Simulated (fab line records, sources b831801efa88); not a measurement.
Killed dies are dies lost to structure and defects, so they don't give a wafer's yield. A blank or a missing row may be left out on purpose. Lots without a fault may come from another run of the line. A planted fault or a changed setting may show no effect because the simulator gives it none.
fab line records | flow gf180mcu
record lots=14 wafers=41 last_day=34
route steps=602 shown M3@411 V3@431
lots that met no fault: from a run of the same line without faults
start_h: hours from the record's first day to the start of the lot's first wafer shown | wait_h: hours since the lot's step before | " the same as in the row above | L1.1+2: a row that stands for several wafers | - no value, or no start given | * or withheld: withheld | < > ~ a bound
route shown NAME@n: a module of which the file shows steps, and the number in the route of the first | usual: mean/standard deviation of fault-free wafers | same: alike in all rows | chamber/n: place in a boat | sites: the reading at each site | _std_site: their standard deviation | _edge_site: outer sites' mean less inner sites' | radius_mm: how far each site lies from the wafer's centre | mask NAME#n: copy n | behind: the tool/chamber that last shaped the wafer | hold: why the lot was held/for how many hours/how that ended | device: the transistor (n, p or np) that didn't switch | end of line: the same wafers' tests at the end of the route | a step without rows: its recipe alone | killed: dies lost to structure and defects at the first sort, not the wafer's yield | map: a wafer's dies, x killed, . not, _ none there
set.NAME: the setting as run; set.NAME@STEP: as run at that earlier step | model.NAME: the simulator's own value behind a step, which no gauge read
steps of the route over a sample of lots; a table a step, a row a wafer
services: from which hour (start_h, from the record's first day; less than 0 if before it) a tool's chamber was out of use, for how many hours, and why
## steps
# step GF_M3_SPUTTER_02
# recipe material=AlCu target_thk_nm=450 power_w=10600 time_s=23.9 chamber_pressure_pa=0.4
# usual throttle_valve_pct=29.8/0.89
# columns lot.wafer tool chamber start_h wait_h throttle_valve_pct
L759.2 pvd_sputter-01 - 469.98 0.0 29.3
L759.3 " - " " 31.7
L759.4 " - " " 30.0
L761.2 pvd_sputter-02 - 486.04 0.0 28.7
L761.5 " - " " 29.0
L761.6 " - " " 28.4
L762.1 pvd_sputter-03 - 499.52 0.0 28.7
L762.3 " - " " 29.9
L762.5 " - " " 29.4
L763.2 pvd_sputter-01 - 514.75 0.0 29.3
L763.3 " - " " 30.1
L763.4 " - " " 31.5
L765.2 pvd_sputter-03 - 530.98 0.0 29.2
L765.4 " - " " 29.1
L765.6 " - " " 29.0
L768.3 pvd_sputter-01 - 562.40 0.0 30.2
L768.4 " - " " 30.4
L768.6 " - " " 31.5
L769.2 pvd_sputter-02 - 565.52 0.0 28.3
L769.3 " - " " 30.3
L769.6 " - " " 28.5
L770.2 pvd_sputter-03 - 568.95 0.0 28.9
L770.5 " - " " 29.1
L770.6 " - " " 30.0
L771.2 pvd_sputter-01 - 575.33 0.0 30.2
L771.5 " - " " 29.2
L771.6 " - " " 30.3
L773.2 pvd_sputter-03 - 593.12 0.0 29.3
L773.4 " - " " 29.3
L773.6 " - " " 28.9
L774.1 pvd_sputter-01 - 595.92 0.0 30.3
L774.4 " - " " 31.7
L774.6 " - " " 29.2
L775.1 pvd_sputter-02 - 602.37 0.0 28.5
L775.4 " - " " 30.3
L780.1 pvd_sputter-03 - 646.42 0.0 28.9
L780.3 " - " " 28.9
L780.4 " - " " 29.3
L781.1 pvd_sputter-01 - 647.07 0.0 30.1
L781.2 " - " " 31.5
L781.3 " - " " 30.2
# step GF_M3_OVL_MEAS_15
# usual M3_OVL=-3/5.6
# columns lot.wafer tool chamber start_h wait_h M3_OVL[nm]
L759.2 overlay-01 - 493.76 0.1 4
L759.3 " - " " -2
L759.4 " - " " 3
L761.2 overlay-01 - 509.46 0.1 -12
L761.5 " - " " -10
L761.6 " - " " -12
L762.1 overlay-02 - 522.91 0.1 -3
L762.3 " - " " 2
L762.5 " - " " -4
L763.2 overlay-02 - 537.19 0.1 -4
L763.3 " - " " -8
L763.4 " - " " 1
L765.2 overlay-01 - 553.86 0.1 -4
L765.4 " - " " -5
L765.6 " - " " -12
L768.3 overlay-02 - 584.40 0.1 4
L768.4 " - " " -5
L768.6 " - " " -9
L769.2 overlay-02 - 587.16 0.1 -4
L769.3 " - " " 1
L769.6 " - " " 1
L770.2 overlay-02 - 591.21 0.1 -5
L770.5 " - " " 4
L770.6 " - " " -1
L771.2 overlay-01 - 596.81 0.1 -3
L771.5 " - " " -4
L771.6 " - " " 0
L773.2 overlay-01 - 614.26 0.1 5
L773.4 " - " " 8
L773.6 " - " " 8
L774.1 overlay-01 - 616.79 0.1 -6
L774.4 " - " " -13
L774.6 " - " " -4
L775.1 overlay-02 - 623.13 0.1 -4
L775.4 " - " " 4
L780.1 overlay-02 - 665.76 0.1 -1
L780.3 " - " " -5
L780.4 " - " " 0
L781.1 overlay-01 - 666.43 0.1 -13
L781.2 " - " " -6
L781.3 " - " " -10
# step GF_V3_CVD_02
# recipe material=SiO2 target_thk_nm=850 precursor=TEOS temp_c=400 time_s=94.851 rf_w=600
# usual heater_power_w=616/92
# columns lot.wafer tool chamber start_h wait_h heater_power_w
L759.2 pecvd-01 1 494.59 0.0 607
L759.3 " 0 " " 620
L759.4 " 1 " " 474
L761.2 pecvd-04 2 510.29 0.0 752
L761.5 " 1 " " 567
L761.6 " 2 " " 777
L762.1 pecvd-01 1 523.74 0.1 526
L762.3 " 0 " " 553
L762.5 " 0 " " 591
L763.2 pecvd-01 2 538.05 0.0 588
L763.3 " 1 " " 547
L763.4 " 0 " " 581
L765.2 pecvd-01 2 554.69 0.0 660
L765.4 " 1 " " 585
L765.6 " 0 " " 597
L768.3 pecvd-04 0 585.26 0.0 751
L768.4 " 1 " " 649
L768.6 " 0 " " 790
L769.2 pecvd-03 1 588.03 0.0 670
L769.3 " 0 " " 553
L769.6 " 1 " " 524
L770.2 pecvd-01 2 592.07 0.0 599
L770.5 " 0 " " 593
L770.6 " 1 " " 489
L771.2 pecvd-04 2 597.64 0.0 761
L771.5 " 2 " " 807
L771.6 " 1 " " 635
L773.2 pecvd-03 0 615.12 0.0 521
L773.4 " 0 " " 563
L773.6 " 2 " " 588
L774.1 pecvd-03 2 617.81 0.1 628
L774.4 " 0 " " 572
L774.6 " 1 " " 663
L775.1 pecvd-03 0 624.00 0.1 591
L775.4 " 2 " " 609
L780.1 pecvd-04 2 666.60 0.1 787
L780.3 " 0 " " 797
L780.4 " 0 " " 644
L781.1 pecvd-01 1 667.27 0.1 544
L781.2 " 2 " " 679
L781.3 " 0 " " 507
# step GF_V3_EXPOSE_11
# recipe mask_id=Via3 target_cd_nm=260 na=0.68 source_shape=conventional sigma_outer=0.6 dose_mj=38
# usual exposure_dose_mJ_cm2=37.95/0.041 focus_offset_nm=-0.1/0.63
# columns lot.wafer tool chamber start_h wait_h mask exposure_dose_mJ_cm2 focus_offset_nm
L759.2 krf_scanner-01 0 507.26 - Via3#0 37.95 0.1
L759.3 " 0 " " Via3#0 37.86 -0.1
L759.4 " 0 " " Via3#0 37.91 0.6
L761.2 krf_scanner-01 0 522.24 - Via3#0 37.96 -1.3
L761.5 " 0 " " Via3#0 37.96 -0.7
L761.6 " 0 " " Via3#0 37.89 0.1
L762.1 krf_scanner-01 0 536.25 - Via3#0 37.96 -0.8
L762.3 " 0 " " Via3#0 37.97 -0.5
L762.5 " 0 " " Via3#0 37.93 -0.3
L763.2 krf_scanner-01 0 550.29 - Via3#0 37.93 -0.3
L763.3 " 0 " " Via3#0 37.89 0.0
L763.4 " 0 " " Via3#0 37.92 -0.1
L765.2 krf_scanner-01 0 566.79 - Via3#0 37.89 0.7
L765.4 " 0 " " Via3#0 37.95 -0.3
L765.6 " 0 " " Via3#0 37.92 -0.3
L768.3 krf_scanner-01 0 596.23 - Via3#0 37.96 -0.6
L768.4 " 0 " " Via3#0 38.01 -0.2
L768.6 " 0 " " Via3#0 37.92 -0.6
L769.2 krf_scanner-01 0 598.77 - Via3#0 37.96 0.8
L769.3 " 0 " " Via3#0 37.96 0.0
L769.6 " 0 " " Via3#0 37.93 0.3
L770.2 krf_scanner-01 0 602.72 - Via3#0 37.93 0.4
L770.5 " 0 " " Via3#0 37.92 0.8
L770.6 " 0 " " Via3#0 37.92 0.2
L771.2 krf_scanner-01 0 609.15 - Via3#0 37.84 0.1
L771.5 " 0 " " Via3#0 37.93 0.0
L771.6 " 0 " " Via3#0 37.92 0.4
L773.2 krf_scanner-02 0 625.85 - Via3#0 38.02 0.2
L773.4 " 0 " " Via3#0 37.95 -0.1
L773.6 " 0 " " Via3#0 38.00 1.0
L774.1 krf_scanner-01 - 629.29 - Via3#0 - -
L774.4 " - " " Via3#0 - -
L774.6 " - " " Via3#0 - -
L775.1 krf_scanner-01 - 635.08 - Via3#0 - -
L775.4 " - " " Via3#0 - -
L780.1 krf_scanner-01 0 676.86 - Via3#0 37.95 0.0
L780.3 " 0 " " Via3#0 37.97 -0.6
L780.4 " 0 " " Via3#0 37.89 -0.9
L781.1 krf_scanner-01 0 677.33 - Via3#0 37.96 -0.9
L781.2 " 0 " " Via3#0 37.92 0.0
L781.3 " 0 " " Via3#0 37.89 -0.3
## services
# columns tool chamber start_h hours kind
pvd_sputter-03 - 451.74 9.8 repair
krf_scanner-01 - 453.11 0.8 pm
pecvd-01 - 458.09 2.8 pm
krf_scanner-02 - 462.82 0.8 pm
krf_scanner-02 - 465.21 1.0 pm
pecvd-03 0 470.01 6.1 repair
krf_scanner-01 - 478.24 1.0 pm
pecvd-01 - 482.69 11.6 repair
krf_scanner-02 - 483.73 3.5 repair
pecvd-04 - 497.53 1.6 repair
pecvd-01 2 502.64 15.8 repair
krf_scanner-01 - 511.56 3.6 pm
pecvd-03 - 538.66 0.9 repair
krf_scanner-01 - 546.40 1.4 repair
krf_scanner-02 - 560.86 7.2 pm
krf_scanner-02 - 578.33 2.7 repair
krf_scanner-01 - 594.15 1.3 pm
krf_scanner-02 - 608.08 1.3 pm
pecvd-03 - 617.14 0.3 repair
krf_scanner-01 - 621.91 0.8 pm
pvd_sputter-03 - 622.97 2.4 repair
krf_scanner-01 - 647.24 1.0 pm
pecvd-01 - 672.31 3.0 repair
pecvd-01 1 675.57 7.7 repair
## key
first_sign step=GF_V3_EXPOSE_11 reading=tool_record direction=missing
effect none on later readings
met_at GF_V3_EXPOSE_11
struck_lots L774,L775
later_rows_left_out L774.1,L774.4,L774.6,L775.1,L775.4
sort_left_out L774.1,L774.4,L774.6,L775.1,L775.4
not_acting_at GF_M3_SPUTTER_02,GF_M3_OVL_MEAS_15,GF_V3_CVD_02
onset_between 609.15 629.29
fault kind=skipped_step_whole tool=krf_scanner-01 chamber=- onset_h=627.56 steps=GF_V3_EXPOSE_11 scope=struck_lots_only
# sort_left_out: the simulated sort isn't trusted on such a fault, so these wafers' sort isn't shown, and their yield isn't known
# later_rows_left_out: the simulator's readings of these wafers behind a module that went badly wrong aren't trusted and aren't shown, but for the sort
